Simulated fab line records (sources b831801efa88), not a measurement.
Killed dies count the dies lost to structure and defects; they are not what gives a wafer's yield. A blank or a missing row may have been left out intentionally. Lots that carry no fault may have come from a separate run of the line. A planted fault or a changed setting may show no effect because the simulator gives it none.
fab line records	flow sky130
record lots=6	wafers=18	last_day=50
route steps=708 shown FIELD_ISO@13 PAD_OPEN@708
lots that met no fault: taken from a fault-free run of the same line
start_h: start of the lot's first displayed wafer, in hours after the record's first day	wait_h: hours since the lot's step before	" repeats the value in the row above	L1.1+2: a single row standing in for several wafers	- no value, or no start was given	* or withheld: withheld	< > ~ a bound
route shown NAME@n: a module of which the file shows steps, and the number in the route of the first	usual: mean/standard deviation of fault-free wafers	same: alike in all rows	chamber/n: place in a boat	sites: the reading at each site	_std_site: their standard deviation	_edge_site: outer sites' mean less inner sites'	radius_mm: for every site, how far away it sits from the centre of the wafer	mask NAME#n: copy n	behind: the most recent tool/chamber to have shaped the wafer	hold: why the lot was held/for how many hours/how that ended	device: transistor that didn't switch, given as n, p or np	end of line: the route-end tests of the same wafers	a step with no rows: only its recipe	killed: dies lost to structure and defects at the first sort, not the wafer's yield	map: a wafer's dies, x killed, . not, _ none there
set.NAME: the setting that was run; set.NAME@STEP: the one run at that earlier step	model.NAME: the simulator's own value behind a step, which no gauge read
lots seen at some steps along the route; tables by step, rows by wafer
services: from which hour (start_h, from the record's first day; less than 0 if before it) a tool's chamber was out of use, for how many hours, and why
## steps
# step SKY_FIELD_ISO_DEVELOP_12
# recipe develop_time_s=60	resist=KrF-thick	dev_temp_c=21
# step SKY_FIELD_ISO_CD_MEAS_13
# recipe target_cd_nm=150
# usual cd_nm=149.8/1.6
lot.wafer	tool	chamber	start_h	wait_h	cd_nm
L303.1	cd_sem-01	-	49.97	-	148.9
L303.5	"	-	"	"	151.4
L303.6	"	-	"	"	150.4
L311.1	cd_sem-02	-	91.97	-	150.9
L311.3	"	-	"	"	151.1
L311.4	"	-	"	"	149.1
L315.2	cd_sem-01	-	111.89	-	150.2
L315.3	"	-	"	"	150.8
L315.5	"	-	"	"	150.8
L316.1	cd_sem-01	-	117.12	-	151.0
L316.2	"	-	"	"	149.7
L316.3	"	-	"	"	151.2
L320.3	cd_sem-01	-	137.78	-	149.5
L320.4	"	-	"	"	147.7
L320.6	"	-	"	"	149.3
L322.1	cd_sem-02	-	150.19	-	148.8
L322.2	"	-	"	"	149.7
L322.6	"	-	"	"	149.6
# step SKY_FIELD_ISO_ETCH_14
# recipe chemistry=N2/H2	target=BARC	ion_energy_ev=200	source_w=500	bias_w=100	pressure_mtorr=30	n2_flow_sccm=100	h2_flow_sccm=200	stop_on=SiO2	time_s=45.9	target_depth_a=600
# usual drypump_motor_current_A=5.7/0.49	oes_product_au=0.855/0.005	throttle_valve_pct=13.225/0.0083
lot.wafer	tool	chamber	start_h	wait_h	drypump_motor_current_A	oes_product_au	rf_hours_counter_h	throttle_valve_pct
L303.1	rie_diel-03	2	50.09	0.1	5.8	0.852	125	13.224
L303.5	"	3	"	"	5.3	0.853	-	13.228
L303.6	"	2	"	"	5.8	0.852	-	13.239
L311.1	rie_diel-01	1	92.09	0.1	5.2	0.853	101	13.241
L311.3	"	2	"	"	6.1	0.859	5	13.217
L311.4	"	0	"	"	6.5	0.850	81	13.227
L315.2	rie_diel-03	0	111.99	0.1	5.1	0.854	108	13.226
L315.3	"	2	"	"	5.8	0.852	127	13.213
L315.5	"	3	"	"	5.2	0.850	-	13.222
L316.1	rie_diel-03	2	117.24	0.1	5.7	0.846	127	13.224
L316.2	"	3	"	"	5.3	0.852	96	13.214
L316.3	"	0	"	"	5.1	0.855	108	13.218
L320.3	rie_diel-04	0	137.86	0.1	6.2	0.860	16	13.242
L320.4	"	3	"	"	5.9	0.851	10	13.219
L320.6	"	2	"	"	6.3	0.848	-	13.240
L322.1	rie_diel-01	2	150.31	0.1	6.1	0.849	6	13.216
L322.2	"	0	"	"	6.6	0.845	81	13.222
L322.6	"	1	"	"	5.2	0.863	-	13.221
# step SKY_FIELD_ISO_ETCH_15
# recipe chemistry=CHF3/O2	target_depth_nm=180	stop_on=Si	source_w=600	bias_w=200	pressure_mtorr=40	chf3_flow_sccm=50	O2_flow_sccm=5	time_s=72
# usual O2_flow_sccm=4.999/0.014	drypump_motor_current_A=5.7/0.49	oes_product_au=0.947/0.0067	throttle_valve_pct=8.846/0.0087
lot.wafer	tool	chamber	start_h	wait_h	O2_flow_sccm	drypump_motor_current_A	oes_product_au	rf_hours_counter_h	throttle_valve_pct
L303.1	rie_diel-03	2	50.13	0.0	4.999	5.7	0.942	125	8.843
L303.5	"	3	"	"	4.983	5.3	0.948	-	8.843
L303.6	"	2	"	"	4.988	5.7	0.946	-	8.834
L311.1	rie_diel-01	1	92.13	0.0	4.994	5.2	0.945	101	8.840
L311.3	"	2	"	"	5.013	6.1	0.943	5	8.849
L311.4	"	0	"	"	4.968	6.5	0.942	81	8.855
L315.2	rie_diel-03	0	112.03	0.0	4.996	5.1	0.953	108	8.844
L315.3	"	2	"	"	5.021	5.7	0.935	127	8.863
L315.5	"	3	"	"	5.007	5.2	0.935	-	8.833
L316.1	rie_diel-03	2	117.28	0.0	4.997	5.7	0.957	127	8.851
L316.2	"	3	"	"	4.992	5.2	0.962	96	8.854
L316.3	"	0	"	"	4.988	5.1	0.965	108	8.828
L320.3	rie_diel-04	0	137.90	0.0	5.007	6.2	0.944	16	8.852
L320.4	"	3	"	"	5.002	5.8	0.949	10	8.872
L320.6	"	2	"	"	5.007	6.4	0.954	-	8.844
L322.1	rie_diel-01	2	150.35	0.0	5.002	6.1	0.949	6	8.844
L322.2	"	0	"	"	5.003	6.5	0.949	81	8.833
L322.6	"	1	"	"	4.992	5.2	0.947	-	8.855
# step SKY_FIELD_ISO_STRIP_16
# recipe chemistry=O2/N2	power_w=1400	pressure_mtorr=1500	platen_temp_c=withheld	o2_flow_sccm=3000	n2_flow_sccm=300	overash_fraction=0.5
# usual drypump_motor_current_A=5.7/0.54	oes_product_au=0.377/0.0046	strip_time_to_endpoint_s=3.54/0.03
# same overash_fraction=0.5
lot.wafer	tool	chamber	start_h	wait_h	drypump_motor_current_A	oes_product_au	rf_hours_counter_h	strip_time_to_endpoint_s
L303.1	plasma_asher-03	1	50.19	0.0	6.0	0.379	37	3.50
L303.5	"	0	"	"	5.0	0.376	-	3.54
L303.6	"	1	"	"	6.0	0.375	-	3.47
L311.1	plasma_asher-04	1	92.19	0.0	6.2	0.382	43	3.51
L311.3	"	0	"	"	5.3	0.369	-	3.50
L311.4	"	1	"	"	6.2	0.380	-	3.57
L315.2	plasma_asher-02	1	112.09	0.0	6.6	0.375	30	3.53
L315.3	"	0	"	"	5.3	0.374	-	3.53
L315.5	"	0	"	"	5.3	0.381	-	3.54
L316.1	plasma_asher-04	1	117.34	0.0	6.3	0.379	46	3.52
L316.2	"	0	"	"	5.4	0.381	46	3.52
L316.3	"	1	"	"	6.3	0.382	-	3.54
L320.3	plasma_asher-03	1	137.99	0.1	6.0	0.379	-	3.53
L320.4	"	0	"	"	5.0	0.372	-	3.50
L320.6	"	1	"	"	6.0	0.383	-	3.51
L322.1	plasma_asher-04	0	150.41	0.0	5.3	0.374	49	3.50
L322.2	"	1	"	"	6.3	0.374	49	3.53
L322.6	"	0	"	"	5.3	0.374	-	3.52
# step SKY_FIELD_ISO_ETCH_17
# recipe target_depth_a=3420	mask_material=Si3N4	chemistry=HBr/Cl2/O2	target=Si	taper_deg=5	icp_w=600	bias_w=150	pressure_mtorr=15	HBr_flow_sccm=150	Cl2_flow_sccm=40	O2_flow_sccm=6	time_s=97.7
# usual O2_flow_sccm=5.998/0.019	drypump_motor_current_A=5.7/0.55	oes_product_au=1.002/0.0084	throttle_valve_pct=25.653/0.0096
lot.wafer	tool	chamber	start_h	wait_h	O2_flow_sccm	drypump_motor_current_A	oes_product_au	rf_hours_counter_h	throttle_valve_pct
L303.1	rie_si-02	3	50.29	0.1	5.998	6.0	1.002	65	25.657
L303.5	"	0	"	"	5.967	5.8	0.994	-	25.650
L303.6	"	1	"	"	5.999	6.0	1.000	-	25.650
L311.1	rie_si-01	1	92.29	0.1	5.993	6.5	0.997	3	25.651
L311.3	"	3	"	"	6.014	5.0	1.013	25	25.655
L311.4	"	2	"	"	6.006	6.0	0.996	2	25.658
L315.2	rie_si-02	0	112.19	0.1	5.969	5.8	0.987	31	25.653
L315.3	"	3	"	"	5.990	6.1	1.002	66	25.663
L315.5	"	3	"	"	5.986	6.1	1.003	-	25.630
L316.1	rie_si-01	3	117.44	0.1	5.976	5.0	1.023	26	25.639
L316.2	"	2	"	"	5.995	6.0	1.004	2	25.650
L316.3	"	1	"	"	6.020	6.5	1.013	3	25.645
L320.3	rie_si-02	3	138.06	0.0	5.977	6.1	1.003	66	25.648
L320.4	"	2	"	"	5.984	4.9	1.005	44	25.646
L320.6	"	0	"	"	6.002	5.8	0.993	-	25.667
L322.1	rie_si-02	1	150.51	0.1	6.021	6.0	1.002	12	25.654
L322.2	"	2	"	"	6.018	4.8	1.007	44	25.661
L322.6	"	0	"	"	5.996	5.8	0.988	-	25.668
# step SKY_FIELD_ISO_WET_ETCH_18
# recipe chemistry=H3PO4	target_depth_nm=25	temp_c=160	target=Si3N4	time_s=286
# step SKY_FIELD_ISO_CLEAN_19
# recipe chemistry=SC1/SC2	mix=1:4:20	temp_c=70	time_s=150
# step SKY_FIELD_ISO_CLEAN_20
# recipe chemistry=dHF	time_s=20	dilution=100:1
# step SKY_FIELD_ISO_WET_ETCH_21
# recipe chemistry=dHF	dilution=100:1	target_depth_nm=20	dry=ipa_marangoni	target=SiO2	temp_c=25	time_s=400
# step SKY_FIELD_ISO_OXIDATION_22
# recipe temp_c=950	ambient=O2	stabilise_s=600	purge_s=300	target_thk_a=100	ox_time_s=623
# step SKY_FIELD_ISO_THK_MEAS_23
# recipe reads=SiO2_of_FIELD_ISO_OXIDATION_22
# usual FIELD_ISO_OXIDATION_01_THK=10.02/0.24
lot.wafer	tool	chamber	start_h	wait_h	FIELD_ISO_OXIDATION_01_THK[nm]
L303.1	film_metro-02	-	52.44	0.0	10.27
L303.5	"	-	"	"	10.26
L303.6	"	-	"	"	10.22
L311.1	film_metro-03	-	94.21	0.0	10.13
L311.3	"	-	"	"	9.96
L311.4	"	-	"	"	9.85
L315.2	film_metro-04	-	116.34	0.0	9.89
L315.3	"	-	"	"	9.82
L315.5	"	-	"	"	9.75
L316.1	film_metro-02	-	120.41	0.0	9.58
L316.2	"	-	"	"	9.56
L316.3	"	-	"	"	9.62
L320.3	film_metro-03	-	139.77	0.0	10.29
L320.4	"	-	"	"	10.36
L320.6	"	-	"	"	10.27
L322.1	film_metro-04	-	152.02	0.0	10.14
L322.2	"	-	"	"	10.11
L322.6	"	-	"	"	9.98
# step SKY_FIELD_ISO_CVD_24
# recipe material=SiO2	target_thk_nm=595	temp_c=650	sigma_open_frac=0.3	time_s=99.2	sih4_flow_sccm=60	pressure_mtorr=6
lot.wafer	tool	chamber	start_h	wait_h	model.SiO2_of_FIELD_ISO_CVD_24.thk_nm
L303.1	hdpcvd-01	0	52.50	0.1	588
L303.5	"	1	"	"	591.1
L303.6	"	2	"	"	589.5
L311.1	hdpcvd-02	1	94.27	0.1	609.1
L311.3	"	2	"	"	605.1
L311.4	"	2	"	"	606
L315.2	hdpcvd-01	0	116.39	0.0	782.1
L315.3	"	1	"	"	776.3
L315.5	"	1	"	"	775.8
L316.1	hdpcvd-01	2	120.47	0.1	775.3
L316.2	"	1	"	"	776.2
L316.3	"	0	"	"	779.5
L320.3	hdpcvd-02	1	139.81	0.0	602.1
L320.4	"	2	"	"	601.8
L320.6	"	0	"	"	606.7
L322.1	hdpcvd-02	0	152.08	0.1	601.8
L322.2	"	2	"	"	604.1
L322.6	"	0	"	"	600.9
# step SKY_FIELD_ISO_THK_MEAS_25
# recipe reads=SiO2_of_FIELD_ISO_CVD_24
# usual FIELD_ISO_CVD_24_THK=597/6
lot.wafer	tool	chamber	start_h	wait_h	FIELD_ISO_CVD_24_THK[nm]
L303.1	film_metro-02	-	52.57	0.0	588
L303.5	"	-	"	"	591
L303.6	"	-	"	"	589
L311.1	film_metro-04	-	94.35	0.0	609
L311.3	"	-	"	"	605
L311.4	"	-	"	"	607
L315.2	film_metro-04	-	116.47	0.0	783
L315.3	"	-	"	"	776
L315.5	"	-	"	"	776
L316.1	film_metro-04	-	120.55	0.0	775
L316.2	"	-	"	"	776
L316.3	"	-	"	"	779
L320.3	film_metro-03	-	139.91	0.1	602
L320.4	"	-	"	"	602
L320.6	"	-	"	"	607
L322.1	film_metro-04	-	152.15	0.0	602
L322.2	"	-	"	"	604
L322.6	"	-	"	"	601
# step SKY_FIELD_ISO_ANNEAL_26
# recipe temp_c=1000	time_s=1800	ambient=N2
# step SKY_FIELD_ISO_CMP_27
# recipe stop_on=Si3N4	t_overpolish_s=16	down_force_psi=4	platen_rpm=60	target_thk_nm=457.8	pad_velocity_m_s=0.94248
# usual motor_current_A=12.3/0.91	platen_rpm=59.99/0.04	time_to_endpoint_s=114/4.4
lot.wafer	tool	chamber	start_h	wait_h	motor_current_A	platen_rpm	time_to_endpoint_s
L303.1	cmp-02	0	54.40	0.1	13.7	60.03	104
L303.6	"	1	"	"	12.4	60.00	117
L303.5	"	2	"	"	12.3	59.96	114
L311.3	cmp-01	0	97.11	0.1	11.3	59.98	121
L311.4	"	1	"	"	13.1	60.01	121
L311.1	"	2	"	"	12.3	59.94	117
L315.3	cmp-02	0	118.57	0.1	12.9	60.04	147
L315.2	"	1	"	"	13.0	60.00	155
L315.5	"	3	"	"	12.6	60.00	152
L316.1	cmp-02	1	123.48	0.1	12.7	59.91	155
L316.3	"	2	"	"	11.5	59.89	160
L316.2	"	3	"	"	13.4	60.00	149
L320.4	cmp-01	0	141.55	0.1	10.9	59.96	120
L320.3	"	1	"	"	13.2	60.00	120
L320.6	"	3	"	"	10.4	59.98	110
L322.1	cmp-02	1	154.76	0.1	12.3	60.01	120
L322.2	"	2	"	"	11.7	59.95	122
L322.6	"	0	"	"	13.6	60.06	111
# step SKY_FIELD_ISO_WET_ETCH_28
# recipe chemistry=dHF	target_depth_nm=23.7	target=SiO2	dilution=10:1	temp_c=25	time_s=47
# step SKY_PAD_OPEN_PROBE_99
# usual killed_at_M0_to_M3=43/6.8	killed_at_M4_up=2.9/1.7	killed_at_contacts=24/5.4	killed_at_front_end=15/4.8	killed_at_other=0.3/0.57	killed_dies=85/9.4	killed_open=47/7.5	killed_short=38/5.7
# same gross_dies=492	killed_at_back_side=0
lot.wafer	tool	chamber	start_h	wait_h	killed_at_M0_to_M3	killed_at_M4_up	killed_at_contacts	killed_at_front_end	killed_at_other	killed_dies	killed_open	killed_short
L303.1	prober-01	-	1097.21	0.1	53	4	24	13	0	94	49	45
L303.5	prober-01	-	1097.41	0.2	42	4	30	14	1	91	49	42
L303.6	prober-01	-	1097.46	0.2	55	4	28	15	1	103	59	44
L311.1	prober-01	-	1147.85	0.1	40	5	18	12	0	75	40	35
L311.3	prober-01	-	1147.95	0.2	47	2	26	18	0	93	58	35
L311.4	prober-01	-	1148.00	0.2	45	0	32	20	0	97	53	44
L316.1	prober-01	-	1169.18	0.1	52	4	24	7	0	87	48	39
L316.2	prober-01	-	1169.23	0.1	44	3	18	5	0	70	35	35
L316.3	prober-01	-	1169.28	0.2	40	3	31	17	0	91	60	31
L315.2	prober-02	-	1169.32	0.1	40	2	20	14	0	76	46	30
L315.3	prober-02	-	1169.37	0.2	44	2	25	16	0	87	43	44
L315.5	prober-02	-	1169.47	0.2	31	2	26	18	0	77	37	40
L322.1	prober-02	-	1188.28	0.1	41	3	30	6	0	80	47	33
L322.2	prober-02	-	1188.33	0.1	44	0	19	13	1	77	42	35
L322.6	prober-02	-	1188.53	0.2	38	7	21	13	0	79	47	32
# killed by level:class
L303.1 VIA1:geometric_particle:open=15 LOCAL_INTERCONNECT:geometric_particle:short=9 VIA2:geometric_particle:open=7 POLY_GATE:geometric_particle:short=6 VIA3:geometric_particle:open=6 LI_CONTACT:geometric_particle:open=6 VIA1:geometric_particle:short=6 METAL1:geometric_particle:short=6
L303.5 VIA1:geometric_particle:open=9 CONTACT:geometric_particle:open=8 METAL1:geometric_particle:short=7 VIA2:geometric_particle:open=7 FIELD_ISO:geometric_particle:short=6 LOCAL_INTERCONNECT:geometric_particle:short=6 LI_CONTACT:geometric_particle:open=5 CONTACT:geometric_particle:short=5
L303.6 METAL1:geometric_particle:short=11 CONTACT:geometric_particle:open=11 VIA1:geometric_particle:open=11 VIA3:geometric_particle:open=9 POLY_GATE:geometric_particle:open=8 VIA1:geometric_particle:short=7 LI_CONTACT:geometric_particle:short=4 LOCAL_INTERCONNECT:geometric_particle:open=4
L311.1 VIA1:geometric_particle:open=12 POLY_GATE:geometric_particle:open=5 METAL2:geometric_particle:short=5 LI_CONTACT:geometric_particle:open=4 LOCAL_INTERCONNECT:geometric_particle:short=4 CONTACT:geometric_particle:short=4 METAL1:geometric_particle:short=4 VIA2:geometric_particle:open=4
L311.3 VIA1:geometric_particle:open=13 CONTACT:geometric_particle:open=10 POLY_GATE:geometric_particle:open=9 METAL1:geometric_particle:short=9 LI_CONTACT:geometric_particle:open=6 VIA3:geometric_particle:open=6 LOCAL_INTERCONNECT:geometric_particle:short=5 METAL2:geometric_particle:short=4
L311.4 CONTACT:geometric_particle:open=13 VIA1:geometric_particle:open=13 METAL1:geometric_particle:short=8 CONTACT:geometric_particle:short=7 VIA2:geometric_particle:open=6 FIELD_ISO:geometric_particle:open=5 LOCAL_INTERCONNECT:geometric_particle:short=5 POLY_GATE:geometric_particle:short=5
L316.1 VIA1:geometric_particle:open=11 CONTACT:geometric_particle:open=11 VIA3:geometric_particle:open=9 VIA2:geometric_particle:open=7 METAL1:geometric_particle:short=5 METAL2:geometric_particle:short=5 VIA1:geometric_particle:short=4 LI_CONTACT:geometric_particle:open=4
L316.2 VIA1:geometric_particle:open=12 CONTACT:geometric_particle:open=8 VIA2:geometric_particle:open=8 VIA1:geometric_particle:short=7 CONTACT:geometric_particle:short=5 VIA3:geometric_particle:short=5 FIELD_ISO:geometric_particle:short=4 VIA3:geometric_particle:open=3
L316.3 CONTACT:geometric_particle:open=14 VIA2:geometric_particle:open=13 LI_CONTACT:geometric_particle:open=9 POLY_GATE:geometric_particle:open=7 LI_CONTACT:geometric_particle:short=5 VIA3:geometric_particle:open=5 POLY_GATE:geometric_particle:short=4 METAL2:geometric_particle:short=4
L315.2 VIA1:geometric_particle:open=10 CONTACT:geometric_particle:open=9 LI_CONTACT:geometric_particle:open=7 VIA3:geometric_particle:open=6 FIELD_ISO:geometric_particle:open=5 METAL2:geometric_particle:short=5 FIELD_ISO:geometric_particle:short=4 METAL1:geometric_particle:short=4
L315.3 CONTACT:geometric_particle:open=9 VIA1:geometric_particle:open=8 LI_CONTACT:geometric_particle:open=7 VIA3:geometric_particle:open=6 POLY_GATE:geometric_particle:open=5 CONTACT:geometric_particle:short=5 METAL1:geometric_particle:short=5 METAL2:geometric_particle:short=5
L315.5 CONTACT:geometric_particle:open=13 CONTACT:geometric_particle:short=7 VIA1:geometric_particle:open=7 POLY_GATE:geometric_particle:short=5 LI_CONTACT:geometric_particle:open=5 METAL1:geometric_particle:short=5 VIA1:geometric_particle:short=5 VIA3:geometric_particle:short=4
L322.1 CONTACT:geometric_particle:open=11 LI_CONTACT:geometric_particle:open=10 VIA1:geometric_particle:open=9 VIA3:geometric_particle:short=6 VIA2:geometric_particle:open=6 LOCAL_INTERCONNECT:geometric_particle:short=4 METAL2:geometric_particle:short=4 VIA3:geometric_particle:open=4
L322.2 VIA1:geometric_particle:open=9 LI_CONTACT:geometric_particle:open=7 CONTACT:geometric_particle:open=6 METAL1:geometric_particle:short=6 VIA3:geometric_particle:open=6 METAL2:geometric_particle:short=6 FIELD_ISO:geometric_particle:open=5 VIA2:geometric_particle:short=5
L322.6 CONTACT:geometric_particle:open=10 VIA1:geometric_particle:open=8 VIA2:geometric_particle:open=7 VIA3:geometric_particle:open=6 METAL4:geometric_particle:short=6 LI_CONTACT:geometric_particle:open=5 METAL1:geometric_particle:short=4 VIA1:geometric_particle:short=4
## services
tool	chamber	start_h	hours	kind
cmp-02	-	36.49	1.2	repair
plasma_asher-03	-	62.59	4.4	repair
plasma_asher-02	-	63.24	14.6	pm
cmp-01	-	64.00	4.0	pm
cmp-01	-	66.41	1.0	repair
hdpcvd-01	-	66.75	15.0	pm
hdpcvd-01	0	66.75	15.0	vent_cycle
hdpcvd-01	-	66.80	1.4	repair
cmp-01	-	68.00	6.5	pm
cmp-02	-	72.74	3.2	repair
rie_si-02	-	79.32	0.5	repair
rie_diel-04	2	84.99	2.5	repair
hdpcvd-01	-	86.39	2.8	pm
rie_diel-03	3	92.70	18.5	repair
rie_diel-04	1	93.88	12.0	repair
rie_diel-01	-	99.56	14.6	pm
hdpcvd-02	-	101.72	3.1	repair
plasma_asher-03	-	108.78	9.0	pm
cmp-02	-	116.37	2.0	repair
rie_si-01	-	121.96	2.8	pm
rie_diel-04	1	122.86	12.3	repair
rie_si-02	-	128.11	2.8	pm
cmp-01	-	130.69	2.3	repair
rie_diel-04	2	133.15	1.4	repair
## key
first_sign step=SKY_FIELD_ISO_THK_MEAS_25	reading=FIELD_ISO_CVD_24_THK	direction=up	sigmas=30	usual=597	struck=778
effect step=SKY_FIELD_ISO_CMP_27	reading=time_to_endpoint_s	direction=up	sigmas=8.7	usual=*	struck=*
model_effect step=SKY_FIELD_ISO_CVD_24	value=SiO2_of_FIELD_ISO_CVD_24.thk_nm	without=597.8	struck=777.5
met_at SKY_FIELD_ISO_CVD_24
struck_wafers L315.2,L315.3,L315.5,L316.1,L316.2,L316.3
tester_left_out L315,L316
onset_between 52.50 116.39
also_fits SKY_FIELD_ISO_ETCH_14:rie_diel-03,SKY_FIELD_ISO_ETCH_15:rie_diel-03
fault kind=process_parameter_drift	tool=hdpcvd-01	chamber=-	onset_h=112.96	steps=SKY_FIELD_ISO_CVD_24	channel=target_thk_nm	offset=179.72	shape=step	end_h=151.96	acts_in=these_recipes_only	stated=595
# tester_left_out: of these lots the tester's yield and bins aren't shown, on N5 and GAA mostly nor the transistor test; their killed dies are dies lost to structure and defects alone, not to doping, threshold or leakage, so they don't give the yield
